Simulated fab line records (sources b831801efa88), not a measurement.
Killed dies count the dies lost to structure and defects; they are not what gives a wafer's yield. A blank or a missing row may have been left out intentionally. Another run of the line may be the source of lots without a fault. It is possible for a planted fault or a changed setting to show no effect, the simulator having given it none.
Matching of chambers + flow gf180mcu + GF_CONTACT_CMP_04 on cmp-02 has 4 sister chambers
The step polishes SiO2. 8 wafers are shown with their chamber, then 7 later ones without.

EACH WAFER AND ITS CHAMBER
| wafer  | chamber | motor current A (A) | time to endpoint s (s) |
|--------|---------|---------------------|------------------------|
| L643.3 | 2       | 12.1                | 112                    |
| L644.2 | 2       | 12.1                | 98                     |
| L644.6 | 1       | 10.2                | 109                    |
| L645.2 | 3       | 12.7                | 111                    |
| L645.4 | 0       | 12.3                | 112                    |
| L645.5 | 3       | 12.2                | 125                    |
| L651.2 | 0       | 12.7                | 115                    |
| L651.4 | 1       | 10.9                | 118                    |

WAFERS WITH NO CHAMBER GIVEN
| wafer  | motor current A (A) | time to endpoint s (s) |
|--------|---------------------|------------------------|
| L651.5 | 12.4                | 116                    |
| L655.1 | 10.3                | 109                    |
| L655.2 | 12.3                | 106                    |
| L655.4 | 11.5                | 111                    |
| L659.2 | 13.1                | 110                    |
| L659.4 | 10.9                | 115                    |
| L659.6 | 10.9                | 124                    |

EACH ONE'S CHAMBER
| wafer  | from the rows above               | in truth |
|--------|-----------------------------------|----------|
| L651.5 | can't be placed: 3 or 0 or 2      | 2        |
| L655.1 | 1                                 | 1        |
| L655.2 | can't be placed: 2 or 0 or 3      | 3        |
| L655.4 | can't be placed: 2 or 1 or 3 or 0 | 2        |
| L659.2 | can't be placed: 0 or 3 or 2      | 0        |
| L659.4 | 1                                 | 1        |
| L659.6 | 1                                 | 1        |
Placed correctly: 3 of 7. Can't be placed from these rows: 4 (the true chamber is among the candidates in 4). Number placed wrongly: 0.
How it was worked out, from the rows above alone: a wafer's distance from a chamber is the root of the sum, over the readings, of the square of ((its reading less the chamber's mean) divided by the reading's scatter). If the next closest chamber is less than 2 further off than the closest, the wafer can't be placed; otherwise it belongs to the closest. The mean given for a chamber averages the wafers shown for that chamber. How the scatter is found: for the shown wafers, subtract from each reading the mean of its chamber, square and add these, divide the total by (wafers less chambers), then take the root.
